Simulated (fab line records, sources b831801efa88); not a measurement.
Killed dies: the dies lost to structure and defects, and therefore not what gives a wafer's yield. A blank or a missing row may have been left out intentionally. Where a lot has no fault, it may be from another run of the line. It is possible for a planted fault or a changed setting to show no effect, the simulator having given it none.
Chamber matching || flow gf180mcu || GF_V3_CVD_00 on hdpcvd-02: 3 sister chambers
The step deposits SiO2, target thk 600 nm, time 100 s. 6 wafers are shown with their chamber, then 8 later ones without.

## WAFERS, EACH WITH ITS CHAMBER
{"wafer": "L570.5", "chamber": 0, "runLengthS (s)": 128.5, "pressureMtorr (mTorr)": 5.996}
{"wafer": "L571.3", "chamber": 0, "runLengthS (s)": 128.0, "pressureMtorr (mTorr)": 6.004}
{"wafer": "L571.6", "chamber": 1, "runLengthS (s)": 127.4, "pressureMtorr (mTorr)": 5.984}
{"wafer": "L572.5", "chamber": 2, "runLengthS (s)": 128.8, "pressureMtorr (mTorr)": 6.005}
{"wafer": "L572.6", "chamber": 1, "runLengthS (s)": 127.5, "pressureMtorr (mTorr)": 6.009}
{"wafer": "L574.2", "chamber": 2, "runLengthS (s)": 128.8, "pressureMtorr (mTorr)": 5.995}

## WAFERS WHOSE CHAMBER IS MISSING
{"wafer": "L574.3", "runLengthS (s)": 128.5, "pressureMtorr (mTorr)": 5.988}
{"wafer": "L574.4", "runLengthS (s)": 127.5, "pressureMtorr (mTorr)": 5.979}
{"wafer": "L575.1", "runLengthS (s)": 127.6, "pressureMtorr (mTorr)": 6.008}
{"wafer": "L575.3", "runLengthS (s)": 128.5, "pressureMtorr (mTorr)": 5.983}
{"wafer": "L575.5", "runLengthS (s)": 128.6, "pressureMtorr (mTorr)": 6.001}
{"wafer": "L586.3", "runLengthS (s)": 128.5, "pressureMtorr (mTorr)": 5.995}
{"wafer": "L586.5", "runLengthS (s)": 127.5, "pressureMtorr (mTorr)": 6.003}
{"wafer": "L586.6", "runLengthS (s)": 128.0, "pressureMtorr (mTorr)": 5.991}

## WHICH CHAMBER EACH ONE RAN IN
{"wafer": "L574.3", "from the rows above": "can't be placed: 0 or 2", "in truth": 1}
{"wafer": "L574.4", "from the rows above": 1, "in truth": 1}
{"wafer": "L575.1", "from the rows above": "can't be placed: 1 or 0", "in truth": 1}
{"wafer": "L575.3", "from the rows above": "can't be placed: 0 or 2", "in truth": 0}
{"wafer": "L575.5", "from the rows above": "can't be placed: 2 or 0", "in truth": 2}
{"wafer": "L586.3", "from the rows above": "can't be placed: 0 or 2", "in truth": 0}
{"wafer": "L586.5", "from the rows above": 1, "in truth": 1}
{"wafer": "L586.6", "from the rows above": "can't be placed: 0 or 1", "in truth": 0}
Correct placement for 2 of the 8. Can't be placed from these rows: 6 (the true chamber is among the candidates in 5). Placed wrongly: 0.
How it was worked out, from the rows above alone: a wafer's distance from a chamber is the root of the sum, over the readings, of the square of ((its reading less the chamber's mean) divided by the reading's scatter). The wafer belongs to the nearest chamber; if the next one is less than 2 further off, it can't be placed. Each chamber's mean is taken over the wafers shown for it. The scatter is the square root of a quotient: the sum, over the shown wafers, of each reading's squared deviation from its chamber's mean, divided by wafers minus chambers.
